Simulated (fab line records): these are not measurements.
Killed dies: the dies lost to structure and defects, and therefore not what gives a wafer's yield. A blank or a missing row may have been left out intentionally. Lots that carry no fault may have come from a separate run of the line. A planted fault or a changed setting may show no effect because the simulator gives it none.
Which tool did it?    flow gf180mcu    Sampling: 14 lots, 42 wafers, 4 of 602 route steps

WHAT THE GAUGES SHOWED, per wafer
GF_HV_LDD_OVL_MEAS_32.
lot   measured      on          HV_LDD_02_OVL (nm)
L712  day 11 14:28  overlay-02  -1.0 -1.0 -0.6
L713  day 12 10:58  overlay-02  -1.9 -1.3 -1.6
L720  day 14 08:10  overlay-02  3.6 1.0 2.9
L721  day 14 21:05  overlay-02  1.0 2.1 -0.4
L722  day 14 21:23  overlay-01  0.6 0.5 0.7
L725  day 15 16:40  overlay-01  2.8 1.4 2.9
L726  day 16 00:41  overlay-01  1.6 4.4 3.3
L728  day 16 15:01  overlay-01  0.4 -0.2 0.8
L729  day 16 21:55  overlay-02  1.3 0.7 1.6
L731  day 17 16:39  overlay-02  0.9 -0.6 -0.2
L732  day 18 03:23  overlay-01  2.9 0.7 2.9
L733  day 18 13:02  overlay-01  1.9 1.9 -2.2
L734  day 18 16:34  overlay-01  1.5 1.3 2.1
L735  day 18 22:14  overlay-01  1.6 0.9 0.2

GF_PSD_OVL_MEAS_08.
lot   measured      on          PSD_OVL (nm)
L712  day 14 04:17  overlay-02  1.4 1.7 1.7
L713  day 15 04:49  overlay-01  0.3 2.7 1.7
L720  day 17 07:25  overlay-02  1.7 1.8 1.1
L721  day 17 19:22  overlay-02  0.8 1.6 0.2
L722  day 17 19:59  overlay-02  0.2 1.8 0.0
L725  day 18 17:17  overlay-01  1.9 0.9 2.1
L726  day 19 02:47  overlay-01  1.5 0.9 -0.7
L728  day 19 19:23  overlay-02  0.0 -1.0 -1.4
L729  day 20 01:54  overlay-02  0.4 0.5 -0.4
L731  day 20 22:19  overlay-02  -1.9 -0.1 -2.2
L732  day 21 09:47  overlay-02  1.4 2.1 0.4
L733  day 21 17:59  overlay-01  -1.2 -0.4 -1.1
L734  day 21 21:22  overlay-01  -0.2 0.5 -0.8
L735  day 22 03:11  overlay-02  0.7 3.5 0.4

EACH LOT AND THE TOOL THAT RAN IT (in order: tool; ch and the chambers of the sampled wafers; start)
lot   GF_HV_LDD_STRIP_49                   GF_NSD_SOFTBAKE_03
L712  plasmaAsher-04 ch 0,1, day 12 10:50  lithoTrack-01 ch 0, day 12 23:20
L713  plasmaAsher-04 ch 0,1, day 13 07:11  lithoTrack-01 ch 0, day 13 20:32
L720  plasmaAsher-02 ch 0,1, day 15 06:59  lithoTrack-04 ch 0, day 15 20:55
L721  plasmaAsher-03 ch 0,1, day 15 18:53  lithoTrack-04 ch 0, day 16 08:23
L722  plasmaAsher-04 ch 0,1, day 15 19:01  lithoTrack-03 ch 0, day 16 10:26
L725  plasmaAsher-04 ch 1, day 16 15:29    lithoTrack-03 ch 0, day 17 05:11
L726  plasmaAsher-04 ch 0,1, day 16 23:02  lithoTrack-01 ch 0, day 17 14:22
L728  plasmaAsher-03 ch 0,1, day 17 14:50  lithoTrack-03 ch 0, day 18 05:59
L729  plasmaAsher-04 ch 0,1, day 17 21:47  lithoTrack-03 ch 0, day 18 12:53
L731  plasmaAsher-02 ch 0,1, day 18 17:05  lithoTrack-03 ch 0, day 19 09:10
L732  plasmaAsher-03 ch 0,1, day 19 04:34  lithoTrack-01 ch 0, day 19 20:01
L733  plasmaAsher-04 ch 0,1, day 19 14:41  lithoTrack-03 ch 0, day 20 05:50
L734  plasmaAsher-04 ch 1, day 19 17:54    lithoTrack-04 ch 0, day 20 09:02
L735  plasmaAsher-02 ch 0, day 19 23:59    lithoTrack-01 ch 0, day 20 14:32
- GF_HV_LDD_STRIP_49: strips in O2/N2.
- GF_NSD_SOFTBAKE_03: time 60 s.

WHAT THE TOOLS THEMSELVES READ (means of the sampled wafers that have a number; where no wafer has one, the mark that the record gives instead)
GF_HV_LDD_STRIP_49.
lot   tool            drypumpMotorCurrentA (A)  heaterPowerW (W)  oesProductAu (a.u.)  platenTempC (C)  stripTimeToEndpointS (s)
L712  plasmaAsher-04  5.2                       349               0.713                250.09           12.61
L713  plasmaAsher-04  5.3                       390               0.713                250.08           12.66
L720  plasmaAsher-02  6.2                       324               0.714                249.94           12.68
L721  plasmaAsher-03  5.9                       328               0.716                249.91           12.64
L722  plasmaAsher-04  5.3                       390               0.716                250.12           12.66
L725  plasmaAsher-04  5.1                       310               0.720                249.86           12.59
L726  plasmaAsher-04  5.2                       353               0.712                249.94           12.68
L728  plasmaAsher-03  5.9                       329               0.711                249.93           12.61
L729  plasmaAsher-04  5.3                       354               0.722                249.96           12.63
L731  plasmaAsher-02  6.1                       323               0.718                249.86           12.68
L732  plasmaAsher-03  6.2                       308               0.717                250.04           12.64
L733  plasmaAsher-04  5.2                       358               0.716                249.91           12.61
L734  plasmaAsher-04  5.1                       321               0.719                250.02           12.64
L735  plasmaAsher-02  6.0                       325               0.713                249.91           12.64

GF_NSD_SOFTBAKE_03.
lot   tool           heaterPowerTotalW (W)  runLengthS (s)
L712  lithoTrack-01  56.60                  88.7
L713  lithoTrack-01  56.58                  88.8
L720  lithoTrack-04  60.04                  79.1
L721  lithoTrack-04  60.09                  79.1
L722  lithoTrack-03  56.61                  89.5
L725  lithoTrack-03  56.58                  89.5
L726  lithoTrack-01  56.60                  88.8
L728  lithoTrack-03  56.57                  89.5
L729  lithoTrack-03  56.57                  89.6
L731  lithoTrack-03  56.60                  89.5
L732  lithoTrack-01  56.60                  88.9
L733  lithoTrack-03  56.61                  89.5
L734  lithoTrack-04  56.57                  89.0
L735  lithoTrack-01  56.57                  88.8

THE ANSWER, worked out from the rows above alone
Rule: what is usual is taken from the lots themselves. The widest of any qualifying gaps counts: lots, ordered by their means at a reading, are off when they make up no more than a third of the lots, leave a main group of 4 or more, and stand apart from it by 3 or more times the standard deviation of that group's means. If all means in a main group match to the digits the tables above print for the reading, that group is not used. A lot without any number at a reading at which 4 lots or more have one is off too. Where the step has rows for the other lots, those lots are counted as sound. After the gauges, taken in route order, come the tools' own readings; for these a lot's mean is taken, as printed above. The first step at which some lot is off is used, and at that step the reading that is off furthest; a lot without a number counts as furthest.
Off, at GF_NSD_SOFTBAKE_03 on heaterPowerTotalW: L720, L721. The main group has a mean of 56.59 W with a standard deviation of 0.016.
If a tool, at that step or one of the process steps before it, ran each lot that is off and ran no sound lot following the first of them, it fits. Not one of the candidates tried fits.

WHAT THE SIMULATOR HAD INSERTED
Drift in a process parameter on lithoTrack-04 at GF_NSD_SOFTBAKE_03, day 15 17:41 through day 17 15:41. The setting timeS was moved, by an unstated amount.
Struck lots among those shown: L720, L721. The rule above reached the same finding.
